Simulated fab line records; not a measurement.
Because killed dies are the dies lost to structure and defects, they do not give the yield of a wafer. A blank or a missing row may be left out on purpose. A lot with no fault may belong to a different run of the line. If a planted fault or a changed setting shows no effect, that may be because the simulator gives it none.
fab line records	flow sky130
record: lots: 6	wafers: 18	last-day: 50
route steps=708 shown POLY_GATE@218 PAD_OPEN@708
lots with no fault: from the same line, run without faults
start-h: the number of hours between the record's first day and the start of the first shown wafer of the lot	wait-h: hours since the lot's step before	" the same as in the row above	L1.1+2: one row covering several wafers at once	- no value, or no start was given	* or withheld: withheld	< > ~ a bound
route shown NAME@n: names a module that has steps shown in the file, with the first one's number in the route	usual: mean and standard deviation over wafers with no fault	same: alike in all rows	chamber/n: place in a boat	sites: per-site readings	_std_site: the standard deviation of these	_edge_site: the outer-site mean with the inner-site mean subtracted	radius-mm: for every site, how far away it sits from the centre of the wafer	mask NAME#n: copy n	behind: the last tool/chamber to shape the wafer	hold: the reason the lot was held/the length of the hold in hours/how it ended	device: which transistor (n, p or np) failed to switch	end of line: the same wafers' tests at the end of the route	a step without rows: its recipe alone	killed: at the first sort, the dies lost to defects and structure; wafer yield is something else	map: a wafer's dies, marking killed ones x, the rest . and places with no die _
set.NAME: the setting that was run; set.NAME@STEP: the one run at that earlier step	model.NAME: the simulator's own value behind a step, which no gauge read
a table for each step, a row for each wafer; lots at some steps of the route
services: the hour from which a tool's chamber was out of use, counted from the record's first day as start-h (under 0 if before that day), plus the number of hours and why
== steps ==
step: SKY_POLY_GATE_THK_MEAS_04
recipe: reads: Si3N4_of_POLY_GATE_CVD_03
usual: POLY_GATE_CVD_03_THK: 75.1/0.65
lot.wafer	tool	chamber	start-h	wait-h	POLY_GATE_CVD_03_THK[nm]
L850.1	film-metro-04	-	354.13	0.0	75.2
L850.4	"	-	"	"	75.2
L850.5	"	-	"	"	75.5
L853.1	film-metro-01	-	379.24	0.0	74.6
L853.3	"	-	"	"	74.8
L853.6	"	-	"	"	74.8
L866.1	film-metro-01	-	483.54	0.0	75.7
L866.2	"	-	"	"	74.8
L866.3	"	-	"	"	75.3
L867.1	film-metro-04	-	491.09	0.0	75.2
L867.2	"	-	"	"	74.9
L867.5	"	-	"	"	74.3
L868.2	film-metro-01	-	500.20	0.0	74.9
L868.3	"	-	"	"	74.9
L868.6	"	-	"	"	75.9
L872.4	film-metro-04	-	531.12	0.0	74.0
L872.5	"	-	"	"	75.0
L872.6	"	-	"	"	74.8
step: SKY_POLY_GATE_DEHYDRATE_05
recipe: temp-c: 200	time-s: 60
step: SKY_POLY_GATE_HMDS_06
recipe: prime-time-s: 60	prime-temp-c: 120
step: SKY_POLY_GATE_COAT_07
recipe: resist: BARC	temp-c: withheld	time-s: withheld	spin-rpm: 3000	resist-thk-nm: 112.1
step: SKY_POLY_GATE_COAT_08
recipe: resist: KrF-thick	spin-rpm: 3000	resist-thk-nm: 450
step: SKY_POLY_GATE_SOFTBAKE_09
recipe: temp-c: 100	time-s: 90	resist: KrF-thick
step: SKY_POLY_GATE_EXPOSE_10
recipe: mask-id: P1M	na: 0.68	source-shape: conventional	sigma-outer: 0.6	target-cd-nm: 150	dose-mj: 28
step: SKY_POLY_GATE_PEB_11
recipe: peb-temp-c: withheld	peb-time-s: withheld	resist: KrF-thick
step: SKY_POLY_GATE_DEVELOP_12
recipe: develop-time-s: 60	resist: KrF-thick	dev-temp-c: 21
step: SKY_POLY_GATE_CD_MEAS_13
recipe: target-cd-nm: 150
usual: cd-nm: 149.8/1.3
lot.wafer	tool	chamber	start-h	wait-h	cd-nm
L850.1	cd-sem-01	-	381.06	-	150.5
L850.4	"	-	"	"	149.6
L850.5	"	-	"	"	149.3
L853.1	cd-sem-02	-	407.57	-	152.1
L853.3	"	-	"	"	152.2
L853.6	"	-	"	"	151.1
L866.1	cd-sem-02	-	514.22	-	151.8
L866.2	"	-	"	"	150.9
L866.3	"	-	"	"	150.9
L867.1	cd-sem-02	-	521.61	-	149.6
L867.2	"	-	"	"	149.2
L867.5	"	-	"	"	149.8
L868.2	cd-sem-01	-	530.34	-	149.1
L868.3	"	-	"	"	149.9
L868.6	"	-	"	"	150.4
L872.4	cd-sem-02	-	561.25	-	150.4
L872.5	"	-	"	"	150.1
L872.6	"	-	"	"	149.6
step: SKY_POLY_GATE_OVL_MEAS_14
usual: POLY_GATE_OVL: 0/5.9
lot.wafer	tool	chamber	start-h	wait-h	POLY_GATE_OVL[nm]
L850.1	overlay-01	-	381.18	0.1	3
L850.4	"	-	"	"	0
L850.5	"	-	"	"	6
L853.1	overlay-01	-	407.69	0.1	7
L853.3	"	-	"	"	3
L853.6	"	-	"	"	6
L866.1	overlay-02	-	514.34	0.1	-1
L866.2	"	-	"	"	-6
L866.3	"	-	"	"	-1
L867.1	overlay-01	-	521.73	0.1	4
L867.2	"	-	"	"	-2
L867.5	"	-	"	"	-2
L868.2	overlay-02	-	530.44	0.1	-9
L868.3	"	-	"	"	-8
L868.6	"	-	"	"	-6
L872.4	overlay-01	-	561.32	0.1	10
L872.5	"	-	"	"	6
L872.6	"	-	"	"	10
step: SKY_POLY_GATE_ETCH_15
recipe: chemistry: N2/H2	target: BARC	ion-energy-ev: 200	source-w: 500	bias-w: 100	pressure-mtorr: 30.78	n2-flow-sccm: 100	h2-flow-sccm: 200	stop-on: SiO2	time-s: 118.5	target-depth-a: 1100
usual: drypump-motor-current-A: 5.8/0.47	oes-product-au: 0.723/0.0044	throttle-valve-pct: 13.018/0.0089
lot.wafer	tool	chamber	start-h	wait-h	drypump-motor-current-A	oes-product-au	rf-hours-counter-h	throttle-valve-pct
L850.1	rie-diel-03	0	381.22	0.0	6.4	0.721	11	13.018
L850.4	"	1	"	"	6.0	0.729	10	12.994
L850.5	"	3	"	"	6.0	0.725	-	13.020
L853.1	rie-diel-04	0	407.72	0.0	5.6	0.721	1	13.015
L853.3	"	1	"	"	4.9	0.725	8	13.012
L853.6	"	2	"	"	4.8	0.723	-	13.027
L866.1	rie-diel-04	0	514.37	0.0	5.5	0.723	3	13.017
L866.2	"	3	"	"	5.8	0.726	17	13.014
L866.3	"	1	"	"	4.9	0.727	10	13.009
L867.1	rie-diel-03	2	521.77	0.0	6.0	0.724	70	13.000
L867.2	"	0	"	"	6.4	0.719	14	13.018
L867.5	"	0	"	"	6.4	0.723	-	13.018
L868.2	rie-diel-03	0	530.47	0.0	6.4	0.731	14	13.018
L868.3	"	3	"	"	5.9	0.723	69	13.021
L868.6	"	3	"	"	5.9	0.719	-	13.020
L872.4	rie-diel-04	0	561.34	0.0	5.6	0.723	4	13.007
L872.5	"	2	"	"	4.8	0.717	-	13.002
L872.6	"	1	"	"	4.9	0.726	-	13.008
step: SKY_POLY_GATE_ETCH_16
recipe: stop-on: poly-Si	chemistry: CH3F/O2	target: Si3N4	source-w: 400	bias-w: 80	pressure-mtorr: 25	ch3f-flow-sccm: 40	O2_flow_sccm: 30	time-s: 147.5	target-depth-a: 750
usual: drypump-motor-current-A: 5.8/0.46	oes-product-au: 0.641/0.005	throttle-valve-pct: 10.535/0.0088
lot.wafer	tool	chamber	start-h	wait-h	drypump-motor-current-A	oes-product-au	rf-hours-counter-h	throttle-valve-pct	model.KrF-thick_of_POLY_GATE_COAT_08.thk-nm
L850.1	rie-diel-03	0	381.30	0.0	6.4	0.644	11	10.544	235.7
L850.4	"	1	"	"	5.9	0.649	10	10.545	232.4
L850.5	"	3	"	"	5.9	0.643	-	10.526	233.1
L853.1	rie-diel-04	0	407.81	0.0	5.6	0.642	1	10.531	236.7
L853.3	"	1	"	"	4.8	0.637	8	10.534	238.4
L853.6	"	2	"	"	4.8	0.638	-	10.528	231.9
L866.1	rie-diel-04	0	514.46	0.0	5.6	0.650	3	10.531	231
L866.2	"	3	"	"	5.8	0.640	17	10.534	234.5
L866.3	"	1	"	"	4.9	0.641	10	10.544	233.5
L867.1	rie-diel-03	2	521.85	0.0	6.0	0.636	70	10.537	229.8
L867.2	"	0	"	"	6.4	0.636	14	10.547	274
L867.5	"	0	"	"	6.4	0.640	-	10.551	272.2
L868.2	rie-diel-03	0	530.56	0.0	6.4	0.638	14	10.522	269.9
L868.3	"	3	"	"	5.9	0.635	70	10.546	231.9
L868.6	"	3	"	"	5.9	0.647	-	10.528	231.7
L872.4	rie-diel-04	0	561.43	0.0	5.6	0.638	4	10.539	231.9
L872.5	"	2	"	"	4.8	0.645	-	10.533	228.1
L872.6	"	1	"	"	4.9	0.649	-	10.532	233.7
step: SKY_POLY_GATE_ETCH_17
recipe: target-depth-nm: 180	stop-on: SiO2	over-etch-frac: 0.56667	chemistry: HBr/Cl2	target: poly-Si	icp-w: 400	bias-w: 100	pressure-mtorr: 10	HBr_flow_sccm: 150	Cl2_flow_sccm: 50	time-s: 70.5
usual: drypump-motor-current-A: 6.0/0.47	mfc-cl2-sccm: 50.01/0.15	oes-product-au: 0.984/0.0073	throttle-valve-pct: 33.685/0.0093
same: over-etch-frac: 0.56667
lot.wafer	tool	chamber	start-h	wait-h	drypump-motor-current-A	mfc-cl2-sccm	oes-product-au	rf-hours-counter-h	throttle-valve-pct	model.KrF-thick_of_POLY_GATE_COAT_08.thk-nm
L850.1	rie-si-02	3	381.40	0.0	6.7	49.87	0.985	14	33.688	143.5
L850.4	"	0	"	"	6.5	49.83	0.986	21	33.693	138.8
L850.5	"	1	"	"	6.0	49.77	0.983	-	33.695	138.9
L853.1	rie-si-02	0	407.91	0.0	6.6	50.07	0.981	21	33.700	142.9
L853.3	"	1	"	"	6.0	49.88	0.981	27	33.688	143.6
L853.6	"	3	"	"	6.6	50.19	0.985	-	33.700	138.2
L866.1	rie-si-01	1	514.56	0.0	5.5	49.98	0.991	2	33.691	137.2
L866.2	"	3	"	"	5.8	50.12	0.977	0	33.674	141
L866.3	"	0	"	"	6.3	50.01	0.982	52	33.672	140.8
L867.1	rie-si-02	3	521.95	0.0	6.6	49.86	0.981	15	33.678	137.2
L867.2	"	1	"	"	6.0	50.03	0.988	28	33.679	180.7
L867.5	"	1	"	"	6.0	50.11	0.996	-	33.682	179.5
L868.2	rie-si-01	1	530.65	0.0	5.6	49.86	0.986	2	33.658	175
L868.3	"	2	"	"	5.2	49.91	1.002	0	33.687	137.1
L868.6	"	2	"	"	5.2	50.00	0.991	-	33.682	136.4
L872.4	rie-si-01	3	561.52	0.0	5.8	50.20	0.986	0	33.678	138.4
L872.5	"	2	"	"	5.1	49.96	0.985	-	33.678	132.8
L872.6	"	3	"	"	5.8	49.84	0.981	-	33.679	140.3
step: SKY_POLY_GATE_STRIP_18
recipe: chemistry: O2/N2	power-w: 1400	pressure-mtorr: 1500	platen-temp-c: withheld	o2-flow-sccm: 3000	n2-flow-sccm: 300	overash-fraction: 0.5
usual: drypump-motor-current-A: 5.89/0.24	oes-product-au: 0.363/0.005	strip-time-to-endpoint-s: 3.19/0.041
same: overash-fraction: 0.5
lot.wafer	tool	chamber	start-h	wait-h	drypump-motor-current-A	oes-product-au	rf-hours-counter-h	strip-time-to-endpoint-s
L850.1	plasma-asher-04	0	381.45	0.0	6.06	0.370	55	3.25
L850.4	"	0	"	"	6.04	0.350	-	3.17
L850.5	"	1	"	"	6.02	0.355	-	3.17
L853.1	plasma-asher-04	1	407.96	0.0	6.03	0.365	58	3.21
L853.3	"	0	"	"	6.08	0.363	-	3.24
L853.6	"	0	"	"	6.06	0.370	-	3.18
L866.1	plasma-asher-02	1	514.61	0.0	5.52	0.366	79	3.17
L866.2	"	0	"	"	6.37	0.363	79	3.21
L866.3	"	1	"	"	5.52	0.364	-	3.21
L867.1	plasma-asher-01	0	522.00	0.0	5.71	0.367	9	3.16
L867.2	"	1	"	"	5.75	0.381	9	3.62
L867.5	"	1	"	"	5.76	0.375	-	3.63
L868.2	plasma-asher-02	0	530.71	0.0	6.37	0.380	81	3.56
L868.3	"	1	"	"	5.55	0.357	-	3.15
L868.6	"	1	"	"	5.53	0.362	-	3.15
L872.4	plasma-asher-04	0	561.61	0.1	6.08	0.365	-	3.18
L872.5	"	0	"	"	6.08	0.367	-	3.12
L872.6	"	1	"	"	6.01	0.361	-	3.18
step: SKY_POLY_GATE_CLEAN_19
recipe: chemistry: SC1/SC2	mix: 1:4:20	temp-c: 70	time-s: 150	dry: n2-spin
step: SKY_PAD_OPEN_PROBE_99
usual: killed_at_M0_to_M3: 43/7.6	killed_at_M4_up: 2.8/1.9	killed-at-contacts: 24/4.7	killed-at-front-end: 16/4.4	killed-at-other: 0.2/0.4	killed-dies: 86/9.9	killed-open: 47/8.2	killed-short: 39/6.3
same: gross-dies: 492	killed-at-back-side: 0
lot.wafer	tool	chamber	start-h	wait-h	killed_at_M0_to_M3	killed_at_M4_up	killed-at-contacts	killed-at-front-end	killed-at-other	killed-dies	killed-open	killed-short
L868.2	prober-02	-	1179.35	0.1	52	2	24	11	0	89	60	29
L868.3	prober-02	-	1179.40	0.2	41	3	23	18	1	86	41	45
L868.6	prober-02	-	1179.55	0.2	44	1	20	17	0	82	49	33
killed by level:class
L868.2 CONTACT:geometric-particle:open=12 VIA1:geometric-particle:open=12 VIA2:geometric-particle:open=9 VIA3:geometric-particle:open=8 POLY_GATE:geometric-particle:open=5 METAL2:geometric-particle:short=5 LI_CONTACT:geometric-particle:open=4 VIA1:geometric-particle:short=4
L868.3 VIA1:geometric-particle:open=9 CONTACT:geometric-particle:open=7 CONTACT:geometric-particle:short=7 METAL1:geometric-particle:short=6 VIA2:geometric-particle:open=6 VIA3:geometric-particle:open=6 FIELD_ISO:geometric-particle:short=5 POLY_GATE:geometric-particle:short=5
L868.6 VIA1:geometric-particle:open=11 VIA3:geometric-particle:open=9 VIA2:geometric-particle:open=8 CONTACT:geometric-particle:open=7 FIELD_ISO:geometric-particle:open=6 VIA1:geometric-particle:short=6 FIELD_ISO:geometric-particle:short=5 LOCAL_INTERCONNECT:geometric-particle:short=5
== services ==
tool	chamber	start-h	hours	kind
plasma-asher-04	-	363.16	14.6	pm
rie-si-02	2	364.75	11.4	repair
plasma-asher-02	-	370.50	2.0	repair
rie-diel-04	-	374.93	9.3	repair
rie-si-01	-	376.12	0.5	repair
rie-si-02	2	385.15	5.3	repair
plasma-asher-02	-	406.87	28.1	pm
rie-diel-03	2	408.25	4.1	repair
rie-diel-04	3	411.40	2.0	repair
plasma-asher-01	-	421.25	9.0	pm
rie-diel-04	0	424.31	6.8	repair
rie-si-01	-	438.96	15.6	pm
plasma-asher-02	-	440.36	0.7	repair
rie-si-02	1	442.77	2.8	repair
plasma-asher-01	-	447.72	1.9	repair
rie-diel-03	1	452.84	7.8	repair
rie-si-01	2	485.37	8.7	repair
rie-diel-04	-	494.10	2.8	pm
rie-si-01	2	498.42	6.7	repair
plasma-asher-02	-	510.84	2.8	pm
rie-si-02	2	520.89	4.8	repair
plasma-asher-01	-	527.99	2.6	repair
rie-diel-03	-	528.77	0.2	repair
rie-diel-04	-	531.25	0.6	repair
== key ==
first-sign: step: SKY_POLY_GATE_STRIP_18	reading: strip-time-to-endpoint-s	direction: up	sigmas: 10	usual: *	struck: *
effect: step: SKY_POLY_GATE_STRIP_18	reading: oes-product-au	direction: up	sigmas: 3.2	usual: 0.363	struck: 0.379
model-effect: step: SKY_POLY_GATE_ETCH_16	value: KrF-thick_of_POLY_GATE_COAT_08.thk-nm	without: 233.4	struck: 272
model-effect: step: SKY_POLY_GATE_ETCH_17	value: KrF-thick_of_POLY_GATE_COAT_08.thk-nm	without: 139.7	struck: 178.4
met-at SKY_POLY_GATE_ETCH_16
struck-wafers L867.2,L867.5,L868.2
tester-left-out L867,L868
onset-between 381.30 521.85
fault: kind: process-parameter-drift	tool: rie-diel-03	chamber: 0	onset-h: 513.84	steps: SKY_POLY_GATE_ETCH_16	channel: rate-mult	offset: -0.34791	shape: step	end-h: 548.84
tester-left-out: of these lots the tester's yield and bins aren't shown, on N5 and GAA mostly nor the transistor test; their killed dies are dies lost to structure and defects alone, not to doping, threshold or leakage, so they don't give the yield
